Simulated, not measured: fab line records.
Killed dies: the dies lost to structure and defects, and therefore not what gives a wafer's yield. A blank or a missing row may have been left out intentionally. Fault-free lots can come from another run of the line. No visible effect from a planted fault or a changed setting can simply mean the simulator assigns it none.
fab line records -- flow sky130
record: lots: 12, wafers: 36, last-day: 50
route steps=708 shown SONOS_ONO@181 LDD_LDN@301 POLY_CUT@317 SD_P@324
lots with no fault: from the same line, run without faults
start-h: hours from the record's first day to the start of the lot's first wafer shown -- wait-h: hours elapsed since this lot's preceding step -- " repeats the value in the row above -- L1.1+2: a row that stands for several wafers -- - value missing, or start not given -- * or withheld: withheld -- < > ~ a bound
route shown NAME@n: NAME is a module with steps in the file, n the number in the route of the first one -- usual: average and standard deviation across the fault-free wafers -- same: alike in all rows -- chamber/n: place in a boat -- sites: readings site by site -- _std_site: the standard deviation of these -- _edge_site: outer sites' mean less inner sites' -- radius-mm: how far each site lies from the wafer's centre -- mask NAME#n: copy n -- behind: the tool/chamber that last shaped the wafer -- hold: why the lot was held/for how many hours/how that ended -- device: which transistor (n, p or np) failed to switch -- end of line: the route-end tests of the same wafers -- where a step has no rows: the recipe by itself -- killed: the dies lost at the first sort to structure and to defects; this is not the yield of the wafer -- map: dies across one wafer; x = killed, . = not, _ = none there
set.NAME: setting as actually run; set.NAME@STEP: the setting as run at that earlier step -- model.NAME: the simulator's own value behind a step, which no gauge read
a sample of lots followed through the steps of the route, with each step as a table and each wafer as a row
services: from which hour (start-h, from the record's first day; less than 0 if before it) a tool's chamber was out of use, for how many hours, and why
== steps ==
step: SKY_SONOS_ONO_CD_MEAS_13
recipe: target-cd-nm: 410
usual: cd-nm: 410.3/2.5
lot.wafer,tool,chamber,start-h,wait-h,cd-nm
L606.4,cd-sem-01,-,298.13,0.1,407.0
L606.5,cd-sem-01,-,298.13,0.1,411.7
L606.6,cd-sem-01,-,298.13,0.1,407.6
L605.1,cd-sem-01,-,301.85,0.1,409.8
L605.3,cd-sem-01,-,301.85,0.1,412.0
L605.4,cd-sem-01,-,301.85,0.1,409.2
L604.3,cd-sem-02,-,303.59,0.1,409.8
L604.4,cd-sem-02,-,303.59,0.1,408.7
L604.6,cd-sem-02,-,303.59,0.1,406.9
L609.1,cd-sem-02,-,351.84,0.1,412.2
L609.2,cd-sem-02,-,351.84,0.1,412.9
L609.3,cd-sem-02,-,351.84,0.1,412.3
L611.1,cd-sem-02,-,353.66,0.1,412.7
L611.2,cd-sem-02,-,353.66,0.1,410.4
L611.4,cd-sem-02,-,353.66,0.1,410.8
L612.1,cd-sem-02,-,353.96,0.1,410.7
L612.4,cd-sem-02,-,353.96,0.1,408.3
L612.6,cd-sem-02,-,353.96,0.1,410.2
L614.2,cd-sem-01,-,357.49,0.1,411.6
L614.4,cd-sem-01,-,357.49,0.1,414.0
L614.5,cd-sem-01,-,357.49,0.1,412.5
L615.1,cd-sem-02,-,365.05,0.1,411.7
L615.2,cd-sem-02,-,365.05,0.1,412.7
L615.3,cd-sem-02,-,365.05,0.1,410.7
L623.1,cd-sem-01,-,442.95,0.1,410.8
L623.2,cd-sem-01,-,442.95,0.1,410.4
L623.6,cd-sem-01,-,442.95,0.1,409.3
L624.4,cd-sem-02,-,450.32,0.1,410.9
L624.5,cd-sem-02,-,450.32,0.1,411.5
L624.6,cd-sem-02,-,450.32,0.1,409.0
L625.1,cd-sem-02,-,459.45,0.1,409.7
L625.4,cd-sem-02,-,459.45,0.1,408.5
L625.6,cd-sem-02,-,459.45,0.1,410.8
L626.1,cd-sem-02,-,466.66,0.1,408.1
L626.3,cd-sem-02,-,466.66,0.1,408.2
L626.6,cd-sem-02,-,466.66,0.1,407.5
step: SKY_LDD_LDN_STRIP_12
recipe: chemistry: O2/N2, power-w: 1400, pressure-mtorr: 1500, platen-temp-c: withheld, o2-flow-sccm: 3000, n2-flow-sccm: 300, overash-fraction: 0.5
usual: drypump-motor-current-A: 5.81/0.28, oes-product-au: 0.715/0.0048, strip-time-to-endpoint-s: 14.18/0.042
lot.wafer,tool,chamber,start-h,wait-h,drypump-motor-current-A,oes-product-au,rf-hours-counter-h,strip-time-to-endpoint-s
L604.3,plasma-asher-01,0,553.33,0.1,5.96,0.713,-,14.22
L604.4,plasma-asher-01,1,553.33,0.1,6.29,0.721,-,14.18
L604.6,plasma-asher-01,0,553.33,0.1,5.96,0.710,-,14.21
L605.1,plasma-asher-02,0,553.91,0.1,5.59,0.715,89,14.24
L605.3,plasma-asher-02,1,553.91,0.1,5.79,0.719,-,14.18
L605.4,plasma-asher-02,0,553.91,0.1,5.61,0.709,-,14.27
L606.4,plasma-asher-03,0,556.08,0.1,5.71,0.716,-,14.20
L606.5,plasma-asher-03,0,556.08,0.1,5.66,0.717,-,14.21
L606.6,plasma-asher-03,1,556.08,0.1,5.40,0.712,-,14.13
L609.1,plasma-asher-02,1,605.95,0.1,5.75,0.720,95,14.20
L609.2,plasma-asher-02,0,605.95,0.1,5.61,0.711,95,14.20
L609.3,plasma-asher-02,1,605.95,0.1,5.77,0.719,-,14.16
L611.1,plasma-asher-03,0,607.51,0.1,5.63,0.715,77,14.18
L611.2,plasma-asher-03,1,607.51,0.1,5.41,0.719,77,14.15
L611.4,plasma-asher-03,0,607.51,0.1,5.65,0.715,-,14.14
L612.1,plasma-asher-02,1,607.81,0.1,5.76,0.714,95,14.11
L612.4,plasma-asher-02,1,607.81,0.1,5.78,0.724,-,14.12
L612.6,plasma-asher-02,0,607.81,0.1,5.62,0.722,-,14.12
L614.2,plasma-asher-01,0,617.99,0.1,5.92,0.711,47,14.20
L614.4,plasma-asher-01,0,617.99,0.1,5.98,0.720,-,14.20
L614.5,plasma-asher-01,1,617.99,0.1,6.25,0.714,-,14.18
L615.1,plasma-asher-01,0,622.21,0.1,5.93,0.717,48,14.12
L615.2,plasma-asher-01,1,622.21,0.1,6.31,0.716,48,14.14
L615.3,plasma-asher-01,0,622.21,0.1,5.97,0.717,-,14.15
L623.1,plasma-asher-03,0,693.29,0.1,5.67,0.720,85,14.19
L623.2,plasma-asher-03,1,693.29,0.1,5.40,0.707,85,14.19
L623.6,plasma-asher-03,0,693.29,0.1,5.65,0.718,-,14.16
L624.4,plasma-asher-02,1,695.08,0.1,5.79,0.720,-,14.13
L624.5,plasma-asher-02,1,695.08,0.1,5.80,0.714,-,14.13
L624.6,plasma-asher-02,0,695.08,0.1,5.61,0.703,-,14.13
L625.1,plasma-asher-01,1,707.44,0.1,6.32,0.720,56,14.11
L625.4,plasma-asher-01,1,707.44,0.1,6.29,0.711,-,14.15
L625.6,plasma-asher-01,1,707.44,0.1,6.30,0.717,-,14.17
L626.1,plasma-asher-01,0,714.41,0.1,5.96,0.710,57,14.16
L626.3,plasma-asher-01,1,714.41,0.1,6.30,0.722,-,14.16
L626.6,plasma-asher-01,0,714.41,0.1,5.99,0.707,-,14.19
step: SKY_POLY_CUT_ETCH_10
recipe: chemistry: N2/H2, target: BARC, ion-energy-ev: 200, source-w: 500, bias-w: 100, pressure-mtorr: 30, n2-flow-sccm: 100, h2-flow-sccm: 200, stop-on: SiO2, time-s: 45.9, target-depth-a: 600
usual: bias-w: 100.0/0.32, drypump-motor-current-A: 5.7/0.45, oes-product-au: 0.854/0.0042, throttle-valve-pct: 13.223/0.0086
lot.wafer,tool,chamber,start-h,wait-h,bias-w,drypump-motor-current-A,oes-product-au,rf-hours-counter-h,throttle-valve-pct
L604.3,rie-diel-03,2,584.31,0.0,99.7,5.5,0.851,1,13.231
L604.4,rie-diel-03,1,584.31,0.0,99.6,6.3,0.853,-,13.230
L604.6,rie-diel-03,0,584.31,0.0,99.7,5.6,0.856,-,13.217
L605.1,rie-diel-02,2,585.07,0.0,100.1,6.4,0.850,6,13.230
L605.3,rie-diel-02,1,585.07,0.0,100.4,5.5,0.850,5,13.213
L605.4,rie-diel-02,3,585.07,0.0,99.8,5.7,0.856,15,13.223
L606.4,rie-diel-03,0,588.04,0.0,100.0,5.6,0.850,-,13.224
L606.5,rie-diel-03,2,588.04,0.0,100.2,5.5,0.855,-,13.235
L606.6,rie-diel-03,1,588.04,0.0,99.7,6.3,0.855,-,13.216
L609.1,rie-diel-04,0,638.12,0.0,100.0,6.5,0.853,1,13.214
L609.2,rie-diel-04,3,638.12,0.0,100.3,6.1,0.851,9,13.233
L609.3,rie-diel-04,2,638.12,0.0,99.7,5.0,0.851,65,13.223
L611.1,rie-diel-04,3,639.31,0.0,100.6,6.1,0.850,9,13.228
L611.2,rie-diel-04,1,639.31,0.0,100.0,5.1,0.861,17,13.226
L611.4,rie-diel-04,2,639.31,0.0,100.0,5.0,0.858,65,13.240
L612.1,rie-diel-03,0,639.32,0.0,100.1,5.6,0.854,15,13.225
L612.4,rie-diel-03,1,639.32,0.0,100.0,6.3,0.851,1,13.233
L612.6,rie-diel-03,2,639.32,0.0,99.7,5.5,0.849,-,13.216
L614.2,rie-diel-04,1,648.87,0.0,100.1,5.1,0.858,17,13.240
L614.4,rie-diel-04,2,648.87,0.0,100.1,5.0,0.856,65,13.219
L614.5,rie-diel-04,0,648.87,0.0,99.9,6.4,0.859,-,13.231
L615.1,rie-diel-03,2,652.42,0.0,100.3,5.5,0.857,3,13.221
L615.2,rie-diel-03,0,652.42,0.0,99.5,5.6,0.857,15,13.221
L615.3,rie-diel-03,1,652.42,0.0,99.6,6.2,0.862,1,13.228
L623.1,rie-diel-02,0,723.12,0.0,99.9,5.7,0.854,9,13.230
L623.2,rie-diel-02,2,723.12,0.0,100.2,6.4,0.853,9,13.225
L623.6,rie-diel-02,1,723.12,0.0,100.0,5.5,0.849,-,13.223
L624.4,rie-diel-03,1,725.96,0.0,99.8,6.3,0.853,3,13.223
L624.5,rie-diel-03,0,725.96,0.0,100.6,5.6,0.851,-,13.225
L624.6,rie-diel-03,1,725.96,0.0,100.2,6.3,0.853,-,13.235
L625.1,rie-diel-03,2,736.77,0.0,99.9,5.5,0.854,4,13.207
L625.4,rie-diel-03,0,736.77,0.0,99.9,5.6,0.857,17,13.223
L625.6,rie-diel-03,3,736.77,0.0,99.9,5.4,0.858,-,13.233
L626.1,rie-diel-02,1,742.92,0.0,99.8,5.5,0.865,8,13.218
L626.3,rie-diel-02,0,742.92,0.0,99.9,5.7,0.855,9,13.230
L626.6,rie-diel-02,1,742.92,0.0,100.2,5.4,0.851,-,13.239
step: SKY_SD_P_EXPOSE_04
recipe: mask-id: PSDM, na: 0.6, source-shape: conventional, sigma-outer: 0.6, polarization: unpolarized, target-cd-nm: 380, dose-mj: 138
same: na: 0.6
lot.wafer,tool,chamber,start-h,wait-h,mask
L604.3+4+6,iline-stepper-02,0,599.77,-,PSDM#0
L605.1+3+4,iline-stepper-01,0,600.74,-,PSDM#0
L606.4+5+6,iline-stepper-02,0,603.28,-,PSDM#0
L609.1+2+3,iline-stepper-02,0,652.35,-,PSDM#0
L611.1+2+4,iline-stepper-01,0,654.19,-,PSDM#0
L612.1+4+6,iline-stepper-02,0,654.59,-,PSDM#0
L614.2+4+5,iline-stepper-02,0,663.14,-,PSDM#0
L615.1+2+3,iline-stepper-02,0,666.59,-,PSDM#0
L623.1+2+6,iline-stepper-01,0,737.22,-,PSDM#0
L624.4+5+6,iline-stepper-02,0,739.62,-,PSDM#0
L625.1+4+6,iline-stepper-01,0,751.14,-,PSDM#0
L626.1+3+6,iline-stepper-02,0,756.24,-,PSDM#0
step: SKY_SD_P_OVL_MEAS_08
usual: SD_P_OVL: -0.6/1.5
lot.wafer,tool,chamber,start-h,wait-h,SD_P_OVL[nm]
L604.3,overlay-01,-,613.35,0.1,2.0
L604.4,overlay-01,-,613.35,0.1,0.8
L604.6,overlay-01,-,613.35,0.1,0.9
L605.1,overlay-01,-,614.59,0.1,-0.6
L605.3,overlay-01,-,614.59,0.1,-0.4
L605.4,overlay-01,-,614.59,0.1,-0.4
L606.4,overlay-01,-,616.81,0.1,-0.4
L606.5,overlay-01,-,616.81,0.1,-1.9
L606.6,overlay-01,-,616.81,0.1,-1.8
L609.1,overlay-02,-,666.17,0.1,-3.6
L609.2,overlay-02,-,666.17,0.1,-3.3
L609.3,overlay-02,-,666.17,0.1,-2.2
L611.1,overlay-02,-,668.77,0.1,0.3
L611.2,overlay-02,-,668.77,0.1,0.9
L611.4,overlay-02,-,668.77,0.1,2.4
L612.1,overlay-02,-,669.07,0.1,1.2
L612.4,overlay-02,-,669.07,0.1,1.7
L612.6,overlay-02,-,669.07,0.1,1.8
L614.2,overlay-01,-,677.83,0.1,-2.0
L614.4,overlay-01,-,677.83,0.1,-1.3
L614.5,overlay-01,-,677.83,0.1,0.1
L615.1,overlay-01,-,680.62,0.1,-2.2
L615.2,overlay-01,-,680.62,0.1,-0.9
L615.3,overlay-01,-,680.62,0.1,-2.3
L623.1,overlay-02,-,751.17,0.1,-56.3
L623.2,overlay-02,-,751.17,0.1,-58.3
L623.6,overlay-02,-,751.17,0.1,-56.8
L624.4,overlay-02,-,752.76,0.1,0.8
L624.5,overlay-02,-,752.76,0.1,0.5
L624.6,overlay-02,-,752.76,0.1,-1.7
L625.1,overlay-02,-,763.64,0.1,-56.4
L625.4,overlay-02,-,763.64,0.1,-57.9
L625.6,overlay-02,-,763.64,0.1,-57.1
L626.1,overlay-02,-,768.69,0.1,0.5
L626.3,overlay-02,-,768.69,0.1,1.0
L626.6,overlay-02,-,768.69,0.1,1.4
== services ==
tool,chamber,start-h,hours,kind
plasma-asher-01,-,531.64,4.3,pm
plasma-asher-03,-,551.24,1.0,repair
rie-diel-02,2,563.43,11.3,repair
rie-diel-02,0,572.40,2.6,repair
iline-stepper-01,-,572.61,0.6,repair
rie-diel-02,0,603.33,9.6,repair
rie-diel-03,-,604.13,2.8,pm
rie-diel-03,3,613.01,6.2,repair
plasma-asher-02,-,614.75,4.3,pm
iline-stepper-01,-,617.93,15.5,repair
rie-diel-04,3,623.78,6.0,repair
rie-diel-02,-,636.73,14.6,pm
iline-stepper-01,-,640.08,1.7,pm
rie-diel-03,3,647.13,13.2,repair
plasma-asher-03,-,649.23,1.9,repair
rie-diel-02,1,664.40,11.0,repair
rie-diel-04,3,674.31,8.3,repair
rie-diel-03,1,682.75,5.4,repair
rie-diel-04,2,683.51,7.9,repair
plasma-asher-03,-,700.42,1.3,repair
plasma-asher-03,-,704.45,2.7,repair
plasma-asher-02,-,725.05,4.6,repair
plasma-asher-02,-,733.75,9.0,pm
iline-stepper-02,-,741.57,1.7,pm
== key ==
first-sign: step: SKY_SD_P_OVL_MEAS_08, reading: SD_P_OVL, direction: down, sigmas: 37, usual: -0.6, struck: -57.1
effect none on later readings
met-at SKY_SD_P_EXPOSE_04
struck-lots L623,L625
tester-left-out L623,L625
not-acting-at SKY_SONOS_ONO_CD_MEAS_13,SKY_LDD_LDN_STRIP_12,SKY_POLY_CUT_ETCH_10
onset-between 654.19 737.22
fault: kind: scanner-matching-overlay, tool: iline-stepper-01, chamber: -, onset-h: 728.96, steps: SKY_SD_P_EXPOSE_04, offset: -57.576
tester-left-out: of these lots the tester's yield and bins aren't shown, on N5 and GAA mostly nor the transistor test; their killed dies are dies lost to structure and defects alone, not to doping, threshold or leakage, so they don't give the yield
